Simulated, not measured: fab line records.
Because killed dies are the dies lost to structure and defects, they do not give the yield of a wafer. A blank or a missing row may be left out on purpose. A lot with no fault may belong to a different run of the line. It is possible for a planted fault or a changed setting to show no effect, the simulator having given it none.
2 desks, one fault    flow gf180mcu    only its own numbers are on each desk; what lay behind them is given at the end

== AT THE TOOL OWNER'S DESK: pecvd-02 ==
The tool's own readings at GF_PASSIVATION_CVD_00 (deposits SiO2 from TEOS, target thk 1000 nm, time 111.95 s): means of the sampled wafers that have a number, for each lot that ran on this tool. Any lot whose mean is over 4 standard deviations away from the usual mean is out of limits and marked OUT; that distance is given in the brackets.
Columns: A = heater power w at GF_PASSIVATION_CVD_00, usual 643 W
lot   first seen here  A
L622  day 28 16:13     628
L624  day 29 07:30     643
L625  day 29 16:05     636
L635  day 32 13:52     661
L640  day 33 17:24     713
This desk's verdict: no lot among the 5 shows anything out of limits.

== THE METROLOGY DESK ==
Lot by lot, what the gauges showed, no matter which tool ran the lot: averages of those sampled wafers that carry a number. Any lot whose mean is over 4 standard deviations away from the usual mean is out of limits and marked OUT; that distance is given in the brackets.
Columns: A = PASSIVATION_CVD_00_THK at GF_PASSIVATION_THK_MEAS_01, usual 996 nm
lot   first seen here  A
L622  day 28 16:17     985
L624  day 29 07:35     1123 (+11) OUT
L625  day 29 16:11     1130 (+11) OUT
L626  day 30 01:16     998
L632  day 31 16:56     997
L635  day 32 13:57     995
L637  day 33 03:19     975
L640  day 33 17:29     1001
L641  day 33 19:59     1003
L643  day 34 08:33     988
Per this desk, out of limits: L624, L625; the first was L624, day 29 07:35 (PASSIVATION_CVD_00_THK at GF_PASSIVATION_THK_MEAS_01). Within limits: L622, L626, L632, L635, L637, L640, L641, L643.

== TAKEN TOGETHER ==
The metrology desk could have raised an alarm at day 29 07:35, on L624, L625.
The desk of the tool owner found nothing out of limits.
Tool owner's desk: L624, L625 on record, inside its limits.
Of the lots named, all ran GF_PASSIVATION_CVD_00 on pecvd-02.

== WHAT THE SIMULATOR HAD PUT IN ==
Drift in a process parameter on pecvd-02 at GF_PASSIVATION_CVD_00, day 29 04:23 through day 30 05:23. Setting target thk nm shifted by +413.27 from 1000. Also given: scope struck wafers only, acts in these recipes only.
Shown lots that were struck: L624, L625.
Per desk, hours elapsed from the start of the fault to the first reading out of limits: for the metrology desk, 3.
